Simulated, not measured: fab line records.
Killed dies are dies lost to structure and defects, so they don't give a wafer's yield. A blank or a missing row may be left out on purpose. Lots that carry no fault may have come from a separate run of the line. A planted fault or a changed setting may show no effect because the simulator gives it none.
fab line records	flow sky130
[record] lots = 5	wafers = 23
route steps=708 shown METAL2@484 VIA2@518 METAL3@535 CAP2M@610 VIA4@657 PASSIVATION@691
startH: start of the lot's first displayed wafer, in hours after the record's first day	waitH: hours from the lot's prior step to this one	" repeats the value in the row above	L1.1+2: several wafers, shown together as one row	- no value, or no start was given	* or withheld: withheld	< > ~ a bound
route shown NAME@n: names a module that has steps shown in the file, with the first one's number in the route	usual: the fault-free wafers' mean and standard deviation	same: alike in all rows	chamber/n: place in a boat	sites: readings site by site	_std_site: standard deviation of those values	_edge_site: inner sites' mean taken away from outer sites' mean	radiusMm: for every site, how far away it sits from the centre of the wafer	mask NAME#n: copy n	behind: the last tool/chamber to shape the wafer	hold: the reason the lot was held/the length of the hold in hours/how it ended	device: names the non-switching transistor (n, p or np)	end of line: tests run on the same wafers once the route is complete	a step with no rows: only its recipe	killed: not the wafer's yield, but the dies lost to structure and defects at the first sort	map: shows each die of a wafer: x if killed, . if not, _ if none is there
set.NAME: the setting that was run; set.NAME@STEP: the one run at that earlier step	model.NAME: the simulator's own value behind a step, which no gauge read
one table per step and one row per wafer, for lots whose settings were changed on purpose
[[steps]]
[step SKY_METAL2_SPUTTER_01]
[recipe] material = TiN	targetThkNm = 20	powerW = 6500	timeS = 16.7	chamberPressurePa = 0.4
lot.wafer	tool	chamber	startH	waitH	set.timeS	model.TiN_of_METAL2_SPUTTER_01.thkNm
L077.1	pvdSputter-03	-	815.28	0.0	16.7	19.97
L077.2	"	-	"	"	17.79	21.32
L077.3	"	-	"	"	17.79	21.16
L077.4	"	-	"	"	16.7	19.9
L077.6	"	-	"	"	17.79	21.11
L078.2	pvdSputter-03	-	827.60	0.0	17.9	21.66
L078.3	"	-	"	"	16.7	20.29
L078.4	"	-	"	"	16.7	20.42
L078.5	"	-	"	"	17.9	22.03
L078.6	"	-	"	"	17.9	21.78
L080.2	pvdSputter-03	-	842.48	0.0	16.7	20.02
L080.4	"	-	"	"	16.7	19.72
L080.5	"	-	"	"	16.7	19.76
L083.1	pvdSputter-01	-	866.40	0.0	16.7	20.27
L083.2	"	-	"	"	17.88	21.52
L083.3	"	-	"	"	17.88	21.33
L083.4	"	-	"	"	16.7	20.06
L083.5	"	-	"	"	17.88	21.57
L084.1	pvdSputter-04	-	872.73	0.0	16.7	20.18
L084.2	"	-	"	"	18.33	21.75
L084.3+6	"	-	"	"	16.7	20.1
L084.4	"	-	"	"	18.33	22.3
[step SKY_VIA2_DEVELOP_11]
[recipe] developTimeS = 60	resist = KrF-thick	devTempC = 21
lot.wafer	tool	chamber	startH	waitH	set.devTempC
L077.1+4+6	lithoTrack-04	0	-	-	17.3
L077.2+3	"	0	"	"	21
L078.2+4+6	lithoTrack-03	0	-	-	21
L078.3+5	"	0	"	"	22.81
L080.2+4+5	lithoTrack-04	0	-	-	21
L083.1+5	lithoTrack-03	0	-	-	21
L083.2+3+4	"	0	"	"	18.03
L084.1+2	lithoTrack-01	0	-	-	17.41
L084.3+4+6	"	0	"	"	21
[step SKY_VIA2_CD_MEAS_12]
[recipe] targetCdNm = 200
[usual] cdNm = 200.2/1.6
lot.wafer	tool	chamber	startH	waitH	set.devTempC@VIA2_DEVELOP_11	cdNm
L077.1	cdSem-02	-	869.99	-	17.3	196.8
L077.2	"	-	"	"	21	198.2
L077.3	"	-	"	"	21	201.3
L077.4	"	-	"	"	17.3	195.9
L077.6	"	-	"	"	17.3	196.9
L078.2	cdSem-01	-	881.65	-	21	200.2
L078.3	"	-	"	"	22.81	201.9
L078.4	"	-	"	"	21	201.9
L078.5	"	-	"	"	22.81	202.4
L078.6	"	-	"	"	21	201.6
L080.2	cdSem-01	-	897.06	-	21	202.2
L080.4	"	-	"	"	21	202.2
L080.5	"	-	"	"	21	200.5
L083.1	cdSem-02	-	919.48	-	21	202.1
L083.2	"	-	"	"	18.03	200.3
L083.3	"	-	"	"	18.03	199.0
L083.4	"	-	"	"	18.03	199.9
L083.5	"	-	"	"	21	203.5
L084.1	cdSem-02	-	926.34	-	17.41	196.2
L084.2	"	-	"	"	17.41	194.2
L084.3	"	-	"	"	21	198.9
L084.4	"	-	"	"	21	198.6
L084.6	"	-	"	"	21	198.1
[step SKY_VIA2_SPUTTER_20]
[recipe] material = TiN	targetThkNm = 20	chamberPressurePa = 5	powerW = 4000	timeS = 80
lot.wafer	tool	chamber	startH	waitH	set.chamberPressurePa	model.TiN_of_VIA2_SPUTTER_20.thkNm
L077.1	pvdSputter-01	-	870.84	0.0	5	19.56
L077.2	"	-	"	"	5	19.64
L077.3	"	-	"	"	5	19.77
L077.4	"	-	"	"	5	19.66
L077.6	"	-	"	"	5	19.67
L078.2	pvdSputter-02	-	882.48	0.0	4.733	21.34
L078.3	"	-	"	"	4.733	21.11
L078.4	"	-	"	"	4.733	20.75
L078.5	"	-	"	"	4.733	21.04
L078.6	"	-	"	"	4.733	21.24
L080.2	pvdSputter-01	-	897.90	0.0	5	20.21
L080.4	"	-	"	"	5	20.05
L080.5	"	-	"	"	5	20.12
L083.1	pvdSputter-01	-	920.39	0.0	5.315	18.91
L083.2	"	-	"	"	5.315	19.13
L083.3	"	-	"	"	5.315	19.14
L083.4	"	-	"	"	5.315	18.81
L083.5	"	-	"	"	5.315	18.94
L084.1	pvdSputter-04	-	927.70	0.0	4.79	21.11
L084.2	"	-	"	"	4.79	20.82
L084.3	"	-	"	"	4.79	20.81
L084.4	"	-	"	"	4.79	21.06
L084.6	"	-	"	"	4.79	21.15
[step SKY_METAL3_SPUTTER_03]
[recipe] material = Ti	targetThkNm = 5	powerW = 3000	timeS = 3.3	chamberPressurePa = 0.4
lot.wafer	tool	chamber	startH	waitH	set.timeS	model.Ti_of_METAL3_SPUTTER_03.thkNm
L077.1	pvdSputter-04	-	871.60	0.0	3.3	5.136
L077.2	"	-	"	"	3.3	5.105
L077.3	"	-	"	"	3.3	4.867
L077.4	"	-	"	"	3.3	5.202
L077.6	"	-	"	"	3.3	5.094
L078.2	pvdSputter-04	-	883.24	0.0	3.024	4.394
L078.3	"	-	"	"	3.3	4.883
L078.4	"	-	"	"	3.024	4.399
L078.5	"	-	"	"	3.3	4.985
L078.6	"	-	"	"	3.3	5.014
L080.2	pvdSputter-02	-	898.65	0.0	3.3	5.024
L080.4	"	-	"	"	3.3	5.006
L080.5	"	-	"	"	3.3	5.046
L083.1	pvdSputter-02	-	921.20	0.0	3.3	5.144
L083.2	"	-	"	"	3.3	5
L083.3	"	-	"	"	2.824	4.306
L083.4	"	-	"	"	2.824	4.309
L083.5	"	-	"	"	2.824	4.277
L084.1	pvdSputter-02	-	928.46	0.0	2.9	4.286
L084.2	"	-	"	"	2.9	4.29
L084.3	"	-	"	"	3.3	4.848
L084.4	"	-	"	"	3.3	5.007
L084.6	"	-	"	"	2.9	4.383
[step SKY_METAL3_COAT_08]
[recipe] resist = KrF-thick	spinRpm = 3000	resistThkNm = 1140
lot.wafer	tool	chamber	startH	waitH	set.spinRpm
L077.1+2+3+4+6	lithoTrack-01	0	-	-	3000
L078.2+4+5	lithoTrack-02	0	-	-	3000
L078.3+6	"	0	"	"	3069
L080.2+4+5	lithoTrack-01	0	-	-	3000
L083.1+2+3	lithoTrack-02	0	-	-	3076
L083.4+5	"	0	"	"	3000
L084.1+3+4	lithoTrack-04	0	-	-	3000
L084.2+6	"	0	"	"	2777
[step SKY_METAL3_METAL_ETCH_18]
[recipe] targetDepthA = 8450	stopOn = SiO2	overEtchFrac = 0.3	timeS = 183.1	chemistry = Cl2/BCl3	resistSidewallDeg = 88	pressureMtorr = 10	icpW = 900	biasW = 48.5	Cl2_flow_sccm = 60	bcl3FlowSccm = 30
[usual] oesProductAu = 0.867/0.0056
lot.wafer	tool	chamber	startH	waitH	set.timeS	oesProductAu	model.KrF-thick_of_METAL3_COAT_08.thkNm
L077.1	rieMetal-01	0	924.36	0.0	183.1	0.862	531.2
L077.2	"	1	"	"	183.1	0.868	533.5
L077.3	"	0	"	"	183.1	0.872	527.7
L077.4	"	1	"	"	168.1	0.903	584.9
L077.6	"	1	"	"	168.1	0.908	583.6
L078.2	rieMetal-03	0	934.40	0.0	157.8	0.947	-
L078.3	"	1	"	"	157.8	0.949	593.5
L078.4	"	0	"	"	157.8	0.954	-
L078.5	"	0	"	"	183.1	0.871	532
L078.6	"	1	"	"	183.1	0.864	515.2
L080.2	rieMetal-01	1	949.61	0.0	183.1	0.862	549.3
L080.4	"	0	"	"	183.1	0.872	535.4
L080.5	"	0	"	"	183.1	0.868	542.2
L083.1	rieMetal-01	1	971.46	0.0	183.1	0.864	521.1
L083.2	"	0	"	"	183.1	0.874	520.3
L083.3	"	0	"	"	190.4	0.861	-
L083.4	"	1	"	"	183.1	0.870	-
L083.5	"	0	"	"	190.4	0.856	-
L084.1	rieMetal-02	0	978.50	0.0	183.1	0.865	-
L084.2	"	0	"	"	183.1	0.866	-
L084.3	"	0	"	"	183.1	0.865	512.1
L084.4	"	0	"	"	183.1	0.862	512.3
L084.6	"	0	"	"	183.1	0.870	-
[step SKY_METAL3_STRIP_19]
[recipe] chemistry = O2/N2	powerW = 1400	pressureMtorr = 1500	platenTempC = withheld	o2FlowSccm = 3000	n2FlowSccm = 300	overashFraction = 0.5
[usual] stripTimeToEndpointS = 6.60/0.096
lot.wafer	tool	chamber	startH	waitH	set.spinRpm@METAL3_COAT_08	set.timeS@METAL3_METAL_ETCH_18	stripTimeToEndpointS
L077.1	plasmaAsher-01	0	924.54	0.1	3000	183.1	6.59
L077.2	"	1	"	"	3000	183.1	6.61
L077.3	"	1	"	"	3000	183.1	6.57
L077.4	"	0	"	"	3000	168.1	7.14
L077.6	"	0	"	"	3000	168.1	7.12
L078.2	plasmaAsher-01	0	934.58	0.1	3000	157.8	7.41
L078.3	"	1	"	"	3069	157.8	7.20
L078.4	"	0	"	"	3000	157.8	7.38
L078.5	"	0	"	"	3000	183.1	6.59
L078.6	"	1	"	"	3069	183.1	6.43
L080.2	plasmaAsher-03	0	949.79	0.1	3000	183.1	6.76
L080.4	"	1	"	"	3000	183.1	6.62
L080.5	"	0	"	"	3000	183.1	6.69
L083.1	plasmaAsher-01	0	971.64	0.1	3076	183.1	6.50
L083.2	"	1	"	"	3076	183.1	6.47
L083.3	"	0	"	"	3076	190.4	6.24
L083.4	"	1	"	"	3000	183.1	6.60
L083.5	"	1	"	"	3000	190.4	6.33
L084.1	plasmaAsher-03	1	978.85	0.3	3000	183.1	6.46
L084.2	"	0	"	"	2777	183.1	6.86
L084.3	"	0	"	"	3000	183.1	6.40
L084.4	"	1	"	"	3000	183.1	6.39
L084.6	"	1	"	"	2777	183.1	6.88
[step SKY_CAP2M_COAT_07]
[recipe] resist = NOVOLAK	spinRpm = 3000	resistThkNm = 1140
lot.wafer	tool	chamber	startH	waitH	set.spinRpm	model.NOVOLAK_of_CAP2M_COAT_07.thkNm
L077.1+3	lithoTrack-03	0	964.43	0.1	2821	1183
L077.2+6	"	0	"	"	3000	1142
L077.4	"	0	"	"	2821	1178
L078.2	lithoTrack-03	0	974.65	0.1	2847	1175
L078.3+5	"	0	"	"	2847	1176
L078.4	"	0	"	"	3000	1144
L078.6	"	0	"	"	3000	1142
L080.2	lithoTrack-03	0	988.50	0.1	3000	1142
L080.4	"	0	"	"	3000	1143
L080.5	"	0	"	"	3000	1144
L083.1	lithoTrack-03	0	1010.28	0.1	3000	1145
L083.2	"	0	"	"	3000	1140
L083.3+4+5	"	0	"	"	3000	1141
L084.1+6	lithoTrack-03	0	1017.48	0.1	3000	1141
L084.2	"	0	"	"	3000	1136
L084.3	"	0	"	"	3000	1140
L084.4	"	0	"	"	3000	1139
[step SKY_CAP2M_SOFTBAKE_08]
[recipe] tempC = 90	timeS = 60	resist = NOVOLAK
[step SKY_CAP2M_EXPOSE_09]
[recipe] maskId = CAP2M	na = 0.6	sourceShape = conventional	sigmaOuter = 0.6	polarization = unpolarized	targetCdNm = 1000	doseMj = 159
[step SKY_CAP2M_DEVELOP_11]
[recipe] resist = NOVOLAK	developer = TMAH	developTimeS = 60	devTempC = 23
[step SKY_CAP2M_METAL_ETCH_13]
[recipe] targetDepthNm = 220	stopOn = SiO2	chemistry = Cl2/BCl3	target = TiN	pressureMtorr = 10	icpW = 900	biasW = 48.5	Cl2_flow_sccm = 60	bcl3FlowSccm = 30	timeS = 62.9
lot.wafer	tool	chamber	startH	waitH	set.spinRpm@CAP2M_COAT_07	model.NOVOLAK_of_CAP2M_COAT_07.thkNm
L077.1+3	rieMetal-02	0	976.76	0.0	2821	1035
L077.2	"	0	"	"	3000	993.7
L077.4	"	0	"	"	2821	1031
L077.6	"	0	"	"	3000	991.9
L078.2	rieMetal-04	0	986.51	0.0	2847	1028
L078.3	"	1	"	"	2847	1027
L078.4	"	0	"	"	3000	997
L078.5	"	0	"	"	2847	1029
L078.6	"	1	"	"	3000	993.4
L080.2	rieMetal-03	0	1000.28	0.0	3000	992.4
L080.4	"	1	"	"	3000	991.9
L080.5	"	1	"	"	3000	993
L083.1	rieMetal-03	1	1021.87	0.0	3000	996.3
L083.2	"	0	"	"	3000	991.5
L083.3	"	0	"	"	3000	994.1
L083.4	"	1	"	"	3000	992.5
L083.5	"	1	"	"	3000	990.9
L084.1	rieMetal-02	0	1029.16	0.0	3000	990.9
L084.2	"	1	"	"	3000	986.8
L084.3	"	0	"	"	3000	991
L084.4	"	1	"	"	3000	987.8
L084.6	"	1	"	"	3000	992.7
[step SKY_CAP2M_STRIP_14]
[recipe] chemistry = O2/N2	powerW = 1400	pressureMtorr = 1500	platenTempC = withheld	o2FlowSccm = 3000	n2FlowSccm = 300	overashFraction = 0.5
[usual] stripTimeToEndpointS = 12.65/0.039
lot.wafer	tool	chamber	startH	waitH	set.spinRpm@CAP2M_COAT_07	stripTimeToEndpointS
L077.1	plasmaAsher-01	1	976.92	0.1	2821	13.07
L077.2	"	0	"	"	3000	12.65
L077.3	"	1	"	"	2821	13.08
L077.4	"	0	"	"	2821	13.02
L077.6	"	1	"	"	3000	12.63
L078.2	plasmaAsher-03	0	986.59	0.1	2847	12.98
L078.3	"	1	"	"	2847	12.99
L078.4	"	0	"	"	3000	12.70
L078.5	"	0	"	"	2847	13.00
L078.6	"	1	"	"	3000	12.66
L080.2	plasmaAsher-04	1	1000.36	0.1	3000	12.64
L080.4	"	0	"	"	3000	12.65
L080.5	"	1	"	"	3000	12.65
L083.1	plasmaAsher-04	1	1021.95	0.1	3000	12.67
L083.2	"	0	"	"	3000	12.64
L083.3	"	0	"	"	3000	12.66
L083.4	"	1	"	"	3000	12.63
L083.5	"	0	"	"	3000	12.63
L084.1	plasmaAsher-01	1	1029.24	0.1	3000	12.61
L084.2	"	0	"	"	3000	12.56
L084.3	"	1	"	"	3000	12.63
L084.4	"	0	"	"	3000	12.61
L084.6	"	0	"	"	3000	12.65
[step SKY_VIA4_CVD_18]
[recipe] material = W	targetThkNm = 505	timeS = 152.14	tempC = 400	pressureTorr = 40
lot.wafer	tool	chamber	startH	waitH	set.tempC	model.W_of_VIA4_CVD_18.thkNm
L077.1	cvdW-01	1	1024.30	0.0	400	505
L077.2	"	0	"	"	400	498.9
L077.3	"	1	"	"	403.1	536.3
L077.4	"	0	"	"	400	498.6
L077.6	"	0	"	"	403.1	525.9
L078.2	cvdW-01	0	1038.00	0.0	400	498.3
L078.3	"	1	"	"	400	498.2
L078.4	"	0	"	"	391.2	422.5
L078.5	"	0	"	"	391.2	427.4
L078.6	"	1	"	"	400	500.9
L080.2	cvdW-01	1	1047.54	0.1	400	505
L080.4	"	1	"	"	400	503.2
L080.5	"	1	"	"	400	503.7
L083.1	cvdW-01	1	1068.35	0.0	400	500.2
L083.2	"	0	"	"	411.1	612.5
L083.3	"	0	"	"	411.1	605.7
L083.4	"	1	"	"	411.1	603.4
L083.5	"	1	"	"	400	504.9
L084.1+3	cvdW-02	0	1075.06	0.0	400	497.9
L084.2	"	1	"	"	400	495.8
L084.4	"	1	"	"	400	491.2
L084.6	"	0	"	"	400	500.8
[step SKY_VIA4_RS_MEAS_19]
[recipe] thkMeasGauge = four-point-probe	reads = W_of_VIA4_CVD_18+TiN_of_VIA4_SPUTTER_17
[usual] VIA4_W_RS = 0.2278/0.002
lot.wafer	tool	chamber	startH	waitH	set.tempC@VIA4_CVD_18	VIA4_W_RS[ohm/sq]
L077.1	filmMetro-03	-	1024.46	0.1	400	0.2265
L077.2	"	-	"	"	400	0.2288
L077.3	"	-	"	"	403.1	0.2130
L077.4	"	-	"	"	400	0.2294
L077.6	"	-	"	"	403.1	0.2175
L078.2	filmMetro-01	-	1038.18	0.1	400	0.2292
L078.3	"	-	"	"	400	0.2290
L078.4	"	-	"	"	391.2	0.2704
L078.5	"	-	"	"	391.2	0.2671
L078.6	"	-	"	"	400	0.2280
L080.2	filmMetro-03	-	1047.81	0.2	400	0.2265
L080.4	"	-	"	"	400	0.2269
L080.5	"	-	"	"	400	0.2267
L083.1	filmMetro-02	-	1068.50	0.1	400	0.2289
L083.2	"	-	"	"	411.1	0.1863
L083.3	"	-	"	"	411.1	0.1884
L083.4	"	-	"	"	411.1	0.1895
L083.5	"	-	"	"	400	0.2269
L084.1	filmMetro-01	-	1075.21	0.1	400	0.2293
L084.2	"	-	"	"	400	0.2301
L084.3	"	-	"	"	400	0.2293
L084.4	"	-	"	"	400	0.2322
L084.6	"	-	"	"	400	0.2274
[step SKY_VIA4_THK_MEAS_20]
[recipe] thkMeasGauge = xrf	reads = W_of_VIA4_CVD_18
[usual] VIA4_W_THK = 492/5.1
lot.wafer	tool	chamber	startH	waitH	set.tempC@VIA4_CVD_18	VIA4_W_THK[nm]
L077.1	filmMetro-03	-	1024.58	0.1	400	500
L077.2	"	-	"	"	400	494
L077.3	"	-	"	"	403.1	528
L077.4	"	-	"	"	400	492
L077.6	"	-	"	"	403.1	519
L078.2	filmMetro-01	-	1038.29	0.1	400	489
L078.3	"	-	"	"	400	489
L078.4	"	-	"	"	391.2	416
L078.5	"	-	"	"	391.2	418
L078.6	"	-	"	"	400	492
L080.2	filmMetro-03	-	1047.92	0.1	400	498
L080.4	"	-	"	"	400	495
L080.5	"	-	"	"	400	497
L083.1	filmMetro-02	-	1068.62	0.1	400	488
L083.2	"	-	"	"	411.1	595
L083.3	"	-	"	"	411.1	587
L083.4	"	-	"	"	411.1	582
L083.5	"	-	"	"	400	490
L084.1	filmMetro-01	-	1075.33	0.1	400	490
L084.2	"	-	"	"	400	489
L084.3	"	-	"	"	400	488
L084.4	"	-	"	"	400	484
L084.6	"	-	"	"	400	494
[step SKY_VIA4_CMP_21]
[recipe] stopOn = SiO2	tOverpolishS = 25	downForcePsi = 3.5	platenRpm = 60	targetThkNm = 0	padVelocityMS = 0.94248
[usual] timeToEndpointS = 120/3.4
lot.wafer	tool	chamber	startH	waitH	set.tempC@VIA4_CVD_18	timeToEndpointS
L077.3	cmp-02	0	1024.64	0.0	403.1	127
L077.1	"	1	"	"	400	117
L077.4	"	2	"	"	400	115
L077.2	"	3	"	"	400	115
L077.6	"	0	"	"	403.1	127
L078.3	cmp-01	2	1038.34	0.0	400	119
L078.2	"	3	"	"	400	117
L078.4	"	0	"	"	391.2	100
L078.6	"	2	"	"	400	116
L078.5	"	3	"	"	391.2	102
L080.4	cmp-01	0	1048.06	0.1	400	126
L080.2	"	1	"	"	400	125
L080.5	"	3	"	"	400	119
L083.1	cmp-01	3	1068.68	0.1	400	121
L083.4	"	0	"	"	411.1	145
L083.2	"	1	"	"	411.1	148
L083.3	"	2	"	"	411.1	144
L083.5	"	3	"	"	400	119
L084.1	cmp-02	2	1075.39	0.1	400	121
L084.3	"	3	"	"	400	121
L084.2	"	0	"	"	400	124
L084.4	"	1	"	"	400	124
L084.6	"	3	"	"	400	122
[step SKY_PASSIVATION_DEVELOP_10]
[recipe] developTimeS = 60	devTempC = 23
lot.wafer	tool	chamber	startH	waitH	set.developTimeS
L077.1+2	lithoTrack-01	0	-	-	60
L077.3+4+6	"	0	"	"	54.15
L078.2+4+6	lithoTrack-03	0	-	-	54.99
L078.3+5	"	0	"	"	60
L080.2+4+5	lithoTrack-01	0	-	-	60
L083.1+2+3+4+5	lithoTrack-01	0	-	-	60
L084.1+2+3	lithoTrack-03	0	-	-	68.81
L084.4+6	"	0	"	"	60
[step SKY_PASSIVATION_ETCH_11]
[recipe] chemistry = CF4/O2	targetDepthNm = 725	stopOn = AlCu	sourceW = 800	biasW = 150	pressureMtorr = 150	cf4FlowSccm = 80	O2_flow_sccm = 10	timeS = 161.1
lot.wafer	tool	chamber	startH	waitH	set.developTimeS@PASSIVATION_DEVELOP_10	model.PASSIVATION.cdNm
L077.1	rieDiel-04	1	1069.49	-	60	2997
L077.2	"	3	"	"	60	2998
L077.3	"	0	"	"	54.15	2986
L077.4	"	2	"	"	54.15	2982
L077.6	"	0	"	"	54.15	2989
L078.2	rieDiel-01	2	1082.78	-	54.99	2983
L078.3	"	3	"	"	60	2998
L078.4	"	0	"	"	54.99	2984
L078.5	"	3	"	"	60	3003
L078.6	"	0	"	"	54.99	2979
L080.2	rieDiel-01	2	1092.09	-	60	2984
L080.4	"	1	"	"	60	2982
L080.5	"	0	"	"	60	2979
L083.1	rieDiel-02	1	1110.89	-	60	2998
L083.2	"	3	"	"	60	2999
L083.3	"	0	"	"	60	2994
L083.4	"	2	"	"	60	3002
L083.5	"	2	"	"	60	3003
L084.1	rieDiel-01	3	1117.58	-	68.81	3010
L084.2	"	2	"	"	68.81	3004
L084.3	"	0	"	"	68.81	2999
L084.4	"	1	"	"	60	2980
L084.6	"	0	"	"	60	2983
[[key]]
[split] step = SKY_METAL2_SPUTTER_01	setting = timeS	stated = 16.7	by = wafer
[response] step = SKY_METAL2_SPUTTER_01	reading = model.TiN_of_METAL2_SPUTTER_01.thkNm	change = +0.195	per = 1%	r = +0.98
[split] step = SKY_VIA2_DEVELOP_11	setting = devTempC	stated = 21	by = wafer
[response] step = SKY_VIA2_CD_MEAS_12	reading = cdNm	change = +0.189	per = 1%	r = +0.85
[split] step = SKY_VIA2_SPUTTER_20	setting = chamberPressurePa	stated = 5	by = lot
[response] step = SKY_VIA2_SPUTTER_20	reading = model.TiN_of_VIA2_SPUTTER_20.thkNm	change = -0.189	per = 1%	r = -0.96
[split] step = SKY_METAL3_SPUTTER_03	setting = timeS	stated = 3.3	by = wafer
[response] step = SKY_METAL3_SPUTTER_03	reading = model.Ti_of_METAL3_SPUTTER_03.thkNm	change = +0.0548	per = 1%	r = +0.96
[split] step = SKY_METAL3_COAT_08	setting = spinRpm	stated = 3000	by = wafer
[response] step = SKY_METAL3_STRIP_19	reading = stripTimeToEndpointS	slope = *	per = 1%	togetherWith = timeS@METAL3_METAL_ETCH_18	explained = 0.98
[split] step = SKY_METAL3_METAL_ETCH_18	setting = timeS	stated = 183.1	by = wafer
[response] step = SKY_METAL3_METAL_ETCH_18	reading = oesProductAu	change = -0.00546	per = 1%	r = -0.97
[response] step = SKY_METAL3_METAL_ETCH_18	reading = model.KrF-thick_of_METAL3_COAT_08.thkNm	change = -5.63	per = 1%	r = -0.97
[response] step = SKY_METAL3_STRIP_19	reading = stripTimeToEndpointS	change = *	per = 1%	r = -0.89
[split] step = SKY_CAP2M_COAT_07	setting = spinRpm	stated = 3000	by = wafer
[response] step = SKY_CAP2M_COAT_07	reading = model.NOVOLAK_of_CAP2M_COAT_07.thkNm	change = -6.52	per = 1%	r = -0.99
[response] step = SKY_CAP2M_METAL_ETCH_13	reading = model.NOVOLAK_of_CAP2M_COAT_07.thkNm	change = -6.69	per = 1%	r = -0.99
[response] step = SKY_CAP2M_STRIP_14	reading = stripTimeToEndpointS	change = *	per = 1%	r = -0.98
[split] step = SKY_VIA4_CVD_18	setting = tempC	stated = 400	by = wafer
[response] step = SKY_VIA4_CVD_18	reading = model.W_of_VIA4_CVD_18.thkNm	change = +36.3	per = 1%	r = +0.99
[response] step = SKY_VIA4_RS_MEAS_19	reading = VIA4_W_RS	change = -0.0159	per = 1%	r = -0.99
[response] step = SKY_VIA4_THK_MEAS_20	reading = VIA4_W_THK	change = +34.8	per = 1%	r = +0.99
[response] step = SKY_VIA4_CMP_21	reading = timeToEndpointS	change = *	per = 1%	r = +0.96
[split] step = SKY_PASSIVATION_DEVELOP_10	setting = developTimeS	stated = 60	by = wafer
[response] step = SKY_PASSIVATION_ETCH_11	reading = model.PASSIVATION.cdNm	change = +1.59	per = 1%	r = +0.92
